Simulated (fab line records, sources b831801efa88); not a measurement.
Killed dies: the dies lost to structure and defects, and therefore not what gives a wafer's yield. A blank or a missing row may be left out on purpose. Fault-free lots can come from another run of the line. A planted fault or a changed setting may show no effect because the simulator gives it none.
fab line records -- flow gf180mcu -- part 2 of 2: steps 27 to 35 of 35
[record] lots = 5, wafers = 15, lastDay = 34
route steps=602 shown M3@420 V3@429
lots that met no fault: taken from a fault-free run of the same line
startH: start of the lot's first displayed wafer, in hours after the record's first day -- waitH: how many hours have passed since the lot's step before this one -- " unchanged from the row above -- L1.1+2: one row covering several wafers at once -- - value missing, or start not given -- * or withheld: withheld -- < > ~ a bound
route shown NAME@n: names a module that has steps shown in the file, with the first one's number in the route -- usual: mean/standard deviation of fault-free wafers -- same: alike in all rows -- chamber/n: place in a boat -- sites: readings site by site -- _std_site: their standard deviation -- _edge_site: the outer-site mean with the inner-site mean subtracted -- radiusMm: for every site, how far away it sits from the centre of the wafer -- mask NAME#n: copy n -- behind: the last tool/chamber to shape the wafer -- hold: why the lot went on hold/how many hours it stayed there/how the hold came to an end -- device: transistor that didn't switch, given as n, p or np -- end of line: at the end of the route, the tests of the same wafers -- where a step has no rows: the recipe by itself -- killed: count of dies lost to structure and defects at first sort (not the wafer's yield) -- map: dies across one wafer; x = killed, . = not, _ = none there
set.NAME: the setting that was run; set.NAME@STEP: the one run at that earlier step -- model.NAME: the simulator's own value behind a step, which no gauge read
a table for each step, a row for each wafer; lots at some steps of the route
services: when a tool's chamber went out of use (startH, in hours from the record's first day, below 0 if earlier), for how many hours, and the reason
[[steps]]
[step GF_V3_ETCH_17]
[recipe] chemistry = C4F8/O2/Ar, maskMaterial = KrF, target = SiO2, stopOn = TiN, sourceW = 1500, biasW = 1200, pressureMtorr = 40, c4f8FlowSccm = withheld, O2_flow_sccm = 6, Ar_flow_sccm = 300, timeS = withheld, targetDepthA = 6350
[usual] chamberPressureMTorr = 39.99/0.037, oesProductAu = 0.856/0.0048
lot.wafer,tool,chamber,startH,waitH,chamberPressureMTorr,oesProductAu
L074.3,rieDiel-02,3,-,-,40.01,0.854
L074.4,rieDiel-02,0,-,-,40.00,0.848
L074.6,rieDiel-02,1,-,-,40.00,0.852
L080.1,rieDiel-03,0,-,-,40.03,0.858
L080.3,rieDiel-03,3,-,-,39.98,0.857
L080.6,rieDiel-03,1,-,-,40.00,0.864
L081.1,rieDiel-02,3,-,-,39.99,0.849
L081.2,rieDiel-02,1,-,-,40.05,0.850
L081.6,rieDiel-02,2,-,-,40.00,0.858
L091.1,rieDiel-02,1,-,-,39.97,0.863
L091.2,rieDiel-02,3,-,-,40.00,0.853
L091.6,rieDiel-02,0,-,-,39.97,0.853
L093.4,rieDiel-03,3,-,-,40.06,0.870
L093.5,rieDiel-03,2,-,-,39.93,0.859
L093.6,rieDiel-03,3,-,-,39.97,0.854
[step GF_V3_STRIP_18]
[recipe] chemistry = O2/N2, powerW = 1400, pressureMtorr = 1500, platenTempC = 250, o2FlowSccm = 3000, n2FlowSccm = 300, overashFraction = 0.5
[usual] chamberPressureMTorr = 1499.9/1.3, drypumpMotorCurrentA = 5.4/0.31, heaterPowerW = 334/17, oesProductAu = 0.593/0.005
lot.wafer,tool,chamber,startH,waitH,chamberPressureMTorr,drypumpMotorCurrentA,heaterPowerW,oesProductAu,rfHoursCounterH
L074.3,plasmaAsher-02,0,513.75,-,1500.1,5.6,360,0.598,-
L074.4,plasmaAsher-02,1,513.75,-,1500.6,5.0,306,0.601,-
L074.6,plasmaAsher-02,1,513.75,-,1498.8,5.0,315,0.595,-
L080.1,plasmaAsher-02,0,562.52,-,1498.6,5.6,353,0.593,47
L080.3,plasmaAsher-02,1,562.52,-,1500.0,5.0,304,0.586,-
L080.6,plasmaAsher-02,0,562.52,-,1499.0,5.6,356,0.592,-
L081.1,plasmaAsher-02,0,582.98,-,1499.6,5.6,356,0.593,49
L081.2,plasmaAsher-02,1,582.98,-,1500.3,5.0,313,0.587,49
L081.6,plasmaAsher-02,1,582.98,-,1500.0,5.0,317,0.591,-
L091.1,plasmaAsher-02,1,650.19,-,1499.3,5.0,312,0.598,55
L091.2,plasmaAsher-02,0,650.19,-,1502.1,5.6,360,0.590,55
L091.6,plasmaAsher-02,1,650.19,-,1500.4,5.0,313,0.596,-
L093.4,plasmaAsher-04,1,676.34,-,1501.2,5.8,337,0.587,-
L093.5,plasmaAsher-04,1,676.34,-,1500.7,5.8,336,0.592,-
L093.6,plasmaAsher-04,0,676.34,-,1499.2,5.3,329,0.593,-
[step GF_V3_STRIP_19]
[recipe] chemistry = postEtchResidueRemover, timeS = 1200, tempC = 72.5
[usual] tempC = 72.50/0.14
lot.wafer,tool,chamber,startH,waitH,tempC
L074.3,wetBench-04,0,513.82,0.0,72.34
L074.4,wetBench-04,0,513.82,0.0,72.34
L074.6,wetBench-04,0,513.82,0.0,72.46
L080.1,wetBench-04,0,562.62,0.1,72.54
L080.3,wetBench-04,0,562.62,0.1,72.56
L080.6,wetBench-04,0,562.62,0.1,72.38
L081.1,wetBench-01,3,583.08,0.1,72.47
L081.2,wetBench-01,3,583.08,0.1,72.47
L081.6,wetBench-01,3,583.08,0.1,72.34
L091.1,wetBench-02,1,650.29,0.1,72.57
L091.2,wetBench-02,1,650.29,0.1,72.42
L091.6,wetBench-02,1,650.29,0.1,72.59
L093.4,wetBench-01,0,676.41,0.0,72.46
L093.5,wetBench-01,0,676.41,0.0,72.35
L093.6,wetBench-01,0,676.41,0.0,72.47
[step GF_V3_CLEAN_20]
[recipe] chemistry = DIW, dry = n2Spin
lot.wafer,tool,chamber,startH,waitH
L074.3+4+6,wetBench-02,3,514.19,0.0
L080.1+3+6,wetBench-02,1,562.99,0.0
L081.1+2+6,wetBench-04,2,583.45,0.0
L091.1+2+6,wetBench-04,0,650.63,0.0
L093.4+5+6,wetBench-02,2,676.75,0.0
[step GF_V3_SPUTTER_21]
[recipe] material = Ti, targetThkNm = 15, chamberPressurePa = 5, powerW = 2500, substrateTempC = 200, timeS = 80.02
[usual] throttleValvePct = 30.1/0.89
lot.wafer,tool,chamber,startH,waitH,throttleValvePct
L074.3,pvdSputter-02,-,514.29,0.0,30.3
L074.4,pvdSputter-02,-,514.29,0.0,31.4
L074.6,pvdSputter-02,-,514.29,0.0,31.3
L080.1,pvdSputter-03,-,563.09,0.0,28.4
L080.3,pvdSputter-03,-,563.09,0.0,30.0
L080.6,pvdSputter-03,-,563.09,0.0,31.3
L081.1,pvdSputter-03,-,583.54,0.0,29.7
L081.2,pvdSputter-03,-,583.54,0.0,30.0
L081.6,pvdSputter-03,-,583.54,0.0,29.8
L091.1,pvdSputter-04,-,650.72,0.0,29.4
L091.2,pvdSputter-04,-,650.72,0.0,29.8
L091.6,pvdSputter-04,-,650.72,0.0,30.5
L093.4,pvdSputter-04,-,676.85,0.0,30.0
L093.5,pvdSputter-04,-,676.85,0.0,29.4
L093.6,pvdSputter-04,-,676.85,0.0,30.8
[step GF_V3_SPUTTER_22]
[recipe] material = TiN, targetThkNm = 10, chamberPressurePa = 5, powerW = 4000, timeS = 40
[usual] throttleValvePct = 30.1/0.9
lot.wafer,tool,chamber,startH,waitH,throttleValvePct
L074.3,pvdSputter-02,-,514.36,0.0,30.3
L074.4,pvdSputter-02,-,514.36,0.0,31.4
L074.6,pvdSputter-02,-,514.36,0.0,31.4
L080.1,pvdSputter-03,-,563.15,0.0,28.0
L080.3,pvdSputter-03,-,563.15,0.0,29.9
L080.6,pvdSputter-03,-,563.15,0.0,31.4
L081.1,pvdSputter-03,-,583.60,0.0,29.7
L081.2,pvdSputter-03,-,583.60,0.0,29.9
L081.6,pvdSputter-03,-,583.60,0.0,29.9
L091.1,pvdSputter-04,-,650.78,0.0,29.6
L091.2,pvdSputter-04,-,650.78,0.0,29.9
L091.6,pvdSputter-04,-,650.78,0.0,30.9
L093.4,pvdSputter-04,-,676.91,0.0,30.0
L093.5,pvdSputter-04,-,676.91,0.0,29.4
L093.6,pvdSputter-04,-,676.91,0.0,30.6
[step GF_V3_CVD_23]
[recipe] material = W, targetThkNm = 350, timeS = 104.9, tempC = 400, pressureTorr = 40
[usual] heaterPowerW = 917/110
lot.wafer,tool,chamber,startH,waitH,heaterPowerW
L074.3,cvdW-02,1,514.43,0.1,749
L074.4,cvdW-02,0,514.43,0.1,942
L074.6,cvdW-02,0,514.43,0.1,961
L080.1,cvdW-01,0,563.19,0.0,876
L080.3,cvdW-01,0,563.19,0.0,873
L080.6,cvdW-01,0,563.19,0.0,870
L081.1,cvdW-01,1,583.64,0.0,1051
L081.2,cvdW-01,0,583.64,0.0,864
L081.6,cvdW-01,1,583.64,0.0,1009
L091.1,cvdW-01,0,650.82,0.0,864
L091.2,cvdW-01,1,650.82,0.0,1037
L091.6,cvdW-01,0,650.82,0.0,878
L093.4,cvdW-01,0,676.99,0.1,874
L093.5,cvdW-01,1,676.99,0.1,1031
L093.6,cvdW-01,0,676.99,0.1,884
[step GF_V3_RS_MEAS_24]
[recipe] thkMeasGauge = four-point-probe, reads = W_of_V3_CVD_23+TiN_of_V3_SPUTTER_22+Ti_of_V3_SPUTTER_21
[usual] V3_W_RS = 0.322/0.0047
lot.wafer,tool,chamber,startH,waitH,V3_W_RS[ohm/sq]
L074.3,filmMetro-02,-,514.55,0.1,0.326
L074.4,filmMetro-02,-,514.55,0.1,0.327
L074.6,filmMetro-02,-,514.55,0.1,0.322
L080.1,filmMetro-04,-,563.30,0.1,0.313
L080.3,filmMetro-04,-,563.30,0.1,0.317
L080.6,filmMetro-04,-,563.30,0.1,0.314
L081.1,filmMetro-02,-,583.75,0.1,0.317
L081.2,filmMetro-02,-,583.75,0.1,0.316
L081.6,filmMetro-02,-,583.75,0.1,0.318
L091.1,filmMetro-02,-,650.94,0.1,0.315
L091.2,filmMetro-02,-,650.94,0.1,0.321
L091.6,filmMetro-02,-,650.94,0.1,0.314
L093.4,filmMetro-04,-,677.12,0.1,0.321
L093.5,filmMetro-04,-,677.12,0.1,0.324
L093.6,filmMetro-04,-,677.12,0.1,0.320
[step GF_V3_THK_MEAS_25]
[recipe] thkMeasGauge = xrf, reads = W_of_V3_CVD_23
[usual] V3_W_THK = 346/5.1
lot.wafer,tool,chamber,startH,waitH,V3_W_THK[nm]
L074.3,filmMetro-02,-,514.65,0.1,337
L074.4,filmMetro-02,-,514.65,0.1,339
L074.6,filmMetro-02,-,514.65,0.1,340
L080.1,filmMetro-04,-,563.42,0.1,355
L080.3,filmMetro-04,-,563.42,0.1,350
L080.6,filmMetro-04,-,563.42,0.1,355
L081.1,filmMetro-02,-,583.87,0.1,350
L081.2,filmMetro-02,-,583.87,0.1,352
L081.6,filmMetro-02,-,583.87,0.1,348
L091.1,filmMetro-02,-,651.06,0.1,355
L091.2,filmMetro-02,-,651.06,0.1,349
L091.6,filmMetro-02,-,651.06,0.1,359
L093.4,filmMetro-04,-,677.21,0.1,350
L093.5,filmMetro-04,-,677.21,0.1,349
L093.6,filmMetro-04,-,677.21,0.1,352
[[services]]
tool,chamber,startH,hours,kind
krfScanner-01,-,461.56,0.8,repair
rieDiel-02,3,468.43,7.2,repair
krfScanner-01,-,470.36,3.6,pm
krfScanner-01,-,473.92,0.8,pm
rieDiel-02,3,482.49,9.6,repair
cvdW-01,-,490.58,0.6,repair
rieDiel-02,1,493.73,11.9,repair
krfScanner-02,-,494.60,1.0,pm
krfScanner-01,-,505.89,1.3,pm
rieDiel-03,2,507.89,10.9,repair
krfScanner-01,-,534.35,0.4,repair
krfScanner-01,-,536.66,3.0,pm
rieDiel-02,-,541.36,1.0,repair
wetBench-04,-,545.76,5.4,repair
krfScanner-01,-,555.55,1.0,pm
krfScanner-01,-,569.95,0.5,repair
rieDiel-02,0,570.49,12.4,repair
krfScanner-01,-,579.09,0.8,repair
rieDiel-02,3,585.53,8.2,repair
krfScanner-01,-,587.46,0.4,repair
rieDiel-02,-,602.07,0.3,repair
krfScanner-01,-,606.32,0.8,repair
krfScanner-01,-,633.59,4.4,pm
krfScanner-01,-,641.76,0.8,pm
